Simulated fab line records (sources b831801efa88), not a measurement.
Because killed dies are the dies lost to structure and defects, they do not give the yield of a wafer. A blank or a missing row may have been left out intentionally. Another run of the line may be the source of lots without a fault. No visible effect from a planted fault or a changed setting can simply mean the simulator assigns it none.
The tool behind it: which one? + flow gf180mcu + Sampling: 15 lots, 42 wafers, 4 of 602 route steps

== WHAT THE GAUGES SHOWED, per wafer ==
GF_VT_IMPLANT_OVL_MEAS_29.
| lot  | measured     | on         | VT_IMPLANT_02_OVL (nm) |
|------|--------------|------------|------------------------|
| L872 | day 6 20:19  | overlay-01 | -0.1 0.7 -0.3          |
| L873 | day 7 03:00  | overlay-02 | -0.4 1.2 1.4           |
| L874 | day 7 11:48  | overlay-02 | 0.3 0.7 -0.2           |
| L875 | day 7 17:46  | overlay-01 | -1.4 1.9 0.3           |
| L876 | day 7 22:02  | overlay-02 | 0.2 0.2 0.6            |
| L877 | day 8 09:01  | overlay-01 | 0.3 -0.4 0.5           |
| L879 | day 8 20:32  | overlay-02 | -0.3 -0.4 0.6          |
| L883 | day 9 20:22  | overlay-01 | 1.4 0.7                |
| L884 | day 10 00:26 | overlay-01 | 0.0 0.1                |
| L885 | day 10 11:35 | overlay-01 | 1.0 -1.2               |
| L890 | day 11 19:38 | overlay-01 | -0.8 -0.9 -1.9         |
| L891 | day 11 23:00 | overlay-02 | -1.4 0.3 -1.2          |
| L892 | day 12 07:27 | overlay-02 | -3.3 -2.9 -2.6         |
| L894 | day 12 20:57 | overlay-01 | -0.7 -1.6 -1.0         |
| L895 | day 13 02:07 | overlay-01 | -0.2 -0.6 -2.0         |

GF_DUAL_GATE_OVL_MEAS_11.
| lot  | measured     | on         | DUAL_GATE_OVL (nm) |
|------|--------------|------------|--------------------|
| L872 | day 8 07:59  | overlay-02 | 0.4 1.9 0.8        |
| L873 | day 8 15:17  | overlay-02 | 1.6 1.1 1.9        |
| L874 | day 8 22:41  | overlay-01 | -0.8 0.2 -0.2      |
| L875 | day 9 05:47  | overlay-02 | 2.0 2.5 3.9        |
| L876 | day 9 10:08  | overlay-02 | 1.9 1.3 1.2        |
| L877 | day 9 22:56  | overlay-02 | -0.5 -0.6 -0.8     |
| L879 | day 10 12:14 | overlay-02 | 1.5 2.2 0.4        |
| L883 | day 11 12:05 | overlay-02 | 1.5 0.9            |
| L884 | day 11 16:15 | overlay-01 | 3.4 2.8            |
| L885 | day 12 03:41 | overlay-01 | -1.7 -1.6          |
| L890 | day 13 14:15 | overlay-02 | 2.0 0.8 1.4        |
| L891 | day 13 18:48 | overlay-01 | 2.1 1.5 -0.4       |
| L892 | day 14 01:47 | overlay-02 | 1.4 -0.7 0.6       |
| L894 | day 14 17:28 | overlay-02 | 2.1 0.5 1.0        |
| L895 | day 14 22:11 | overlay-01 | 0.9 1.1 2.5        |

== TOOL THAT RAN EACH LOT (tool first, then ch and the chambers of the sampled wafers, then the start) ==
| lot  | GF_VT_IMPLANT_STRIP_09               | GF_VT_IMPLANT_DEHYDRATE_33        |
|------|--------------------------------------|-----------------------------------|
| L872 | plasma-asher-04 ch 0,1, day 5 14:34  | litho-track-02 ch 0, day 7 03:42  |
| L873 | plasma-asher-02 ch 0,1, day 5 20:35  | litho-track-02 ch 0, day 7 10:30  |
| L874 | plasma-asher-04 ch 0,1, day 6 05:26  | litho-track-02 ch 0, day 7 19:50  |
| L875 | plasma-asher-04 ch 0,1, day 6 10:40  | litho-track-04 ch 0, day 8 01:28  |
| L876 | plasma-asher-01 ch 0,1, day 6 14:38  | litho-track-01 ch 0, day 8 05:29  |
| L877 | plasma-asher-04 ch 0,1, day 7 00:40  | litho-track-02 ch 0, day 8 17:12  |
| L879 | plasma-asher-01 ch 0, day 7 11:58    | litho-track-01 ch 0, day 9 04:49  |
| L883 | plasma-asher-04 ch 1, day 8 10:44    | litho-track-04 ch 0, day 10 04:49 |
| L884 | plasma-asher-02 ch 0,1, day 8 15:13  | litho-track-04 ch 0, day 10 09:11 |
| L885 | plasma-asher-01 ch 0,1, day 9 00:56  | litho-track-04 ch 0, day 10 20:34 |
| L890 | plasma-asher-02 ch 0,1, day 10 06:34 | litho-track-02 ch 0, day 12 04:27 |
| L891 | plasma-asher-01 ch 0,1, day 10 10:35 | litho-track-01 ch 0, day 12 08:24 |
| L892 | plasma-asher-02 ch 0,1, day 10 19:05 | litho-track-01 ch 0, day 12 17:12 |
| L894 | plasma-asher-04 ch 0,1, day 11 06:02 | litho-track-02 ch 0, day 13 06:42 |
| L895 | plasma-asher-04 ch 0,1, day 11 12:13 | litho-track-04 ch 0, day 13 11:44 |
- GF_VT_IMPLANT_STRIP_09: strips in O2/N2.
- GF_VT_IMPLANT_DEHYDRATE_33: time 60 s.

== WHAT THE TOOLS THEMSELVES READ (means of the sampled wafers that have a number; where no wafer has one, the mark that the record gives instead) ==
GF_VT_IMPLANT_STRIP_09.
| lot  | tool            | drypump-motor-current-A (A) | heater-power-w (W) | oes-product-au (a.u.) | strip-time-to-endpoint-s (s) |
|------|-----------------|-----------------------------|--------------------|-----------------------|------------------------------|
| L872 | plasma-asher-04 | 5.1                         | 342                | 0.717                 | 12.64                        |
| L873 | plasma-asher-02 | 5.8                         | 341                | 0.716                 | 12.62                        |
| L874 | plasma-asher-04 | 5.1                         | 346                | 0.714                 | 12.66                        |
| L875 | plasma-asher-04 | 5.1                         | 389                | 0.716                 | 12.62                        |
| L876 | plasma-asher-01 | 6.2                         | 345                | 0.716                 | 12.68                        |
| L877 | plasma-asher-04 | 5.1                         | 336                | 0.716                 | 12.62                        |
| L879 | plasma-asher-01 | 6.6                         | 411                | 0.713                 | 12.63                        |
| L883 | plasma-asher-04 | 5.2                         | 431                | 0.720                 | 12.64                        |
| L884 | plasma-asher-02 | 5.8                         | 345                | 0.715                 | 12.62                        |
| L885 | plasma-asher-01 | 6.3                         | 360                | 0.718                 | 12.64                        |
| L890 | plasma-asher-02 | 5.8                         | 344                | 0.719                 | 12.59                        |
| L891 | plasma-asher-01 | 6.2                         | 354                | 0.717                 | 12.67                        |
| L892 | plasma-asher-02 | 5.8                         | 353                | 0.718                 | 12.65                        |
| L894 | plasma-asher-04 | 5.1                         | 377                | 0.719                 | 12.67                        |
| L895 | plasma-asher-04 | 5.1                         | 337                | 0.715                 | 12.63                        |

GF_VT_IMPLANT_DEHYDRATE_33.
| lot  | tool           | chill-plate-temp-C (C) | plate-temp-C (C) | run-length-s (s) |
|------|----------------|------------------------|------------------|------------------|
| L872 | litho-track-02 | 22.98                  | 200.11           | 89.41            |
| L873 | litho-track-02 | 23.19                  | 199.96           | 89.38            |
| L874 | litho-track-02 | 23.18                  | 200.01           | 89.51            |
| L875 | litho-track-04 | 22.90                  | 199.94           | 89.19            |
| L876 | litho-track-01 | 23.11                  | 199.98           | 89.01            |
| L877 | litho-track-02 | 22.89                  | 200.10           | 89.35            |
| L879 | litho-track-01 | 23.04                  | 200.20           | 88.99            |
| L883 | litho-track-04 | 22.88                  | 200.16           | 96.48            |
| L884 | litho-track-04 | 23.18                  | 200.02           | 96.39            |
| L885 | litho-track-04 | 22.96                  | 200.17           | 96.53            |
| L890 | litho-track-02 | 22.99                  | 199.89           | 89.46            |
| L891 | litho-track-01 | 23.03                  | 200.03           | 89.12            |
| L892 | litho-track-01 | 22.95                  | 200.02           | 89.03            |
| L894 | litho-track-02 | 22.99                  | 200.00           | 89.32            |
| L895 | litho-track-04 | 22.99                  | 200.33           | 89.32            |

== THE ANSWER, worked out from the rows above alone ==
Rule: the lots themselves supply what counts as usual. The widest of any qualifying gaps counts: lots, ordered by their means at a reading, are off when they make up no more than a third of the lots, leave a main group of 4 or more, and stand apart from it by 3 or more times the standard deviation of that group's means. A main group is skipped when, at the precision printed for the reading in the tables above, its means are all equal. A lot without any number at a reading at which 4 lots or more have one is off too. Any other lot the step has rows for is counted as sound. Order of review: gauges by route order, followed by the tools' own readings, for which a lot's mean as printed above is used. The first step at which some lot is off is used, and at that step the reading that is off furthest; a lot without a number counts as furthest.
Off: L883, L884, L885 (GF_VT_IMPLANT_DEHYDRATE_33, run-length-s). Mean 89.26 s and standard deviation 0.17 in the main group.
A tool fits if, at that step or a process step before it, it ran every lot that is off, and no sound lot after the first of them. Not one of the candidates tried fits.

== WHAT HAD BEEN PUT IN BY THE SIMULATOR ==
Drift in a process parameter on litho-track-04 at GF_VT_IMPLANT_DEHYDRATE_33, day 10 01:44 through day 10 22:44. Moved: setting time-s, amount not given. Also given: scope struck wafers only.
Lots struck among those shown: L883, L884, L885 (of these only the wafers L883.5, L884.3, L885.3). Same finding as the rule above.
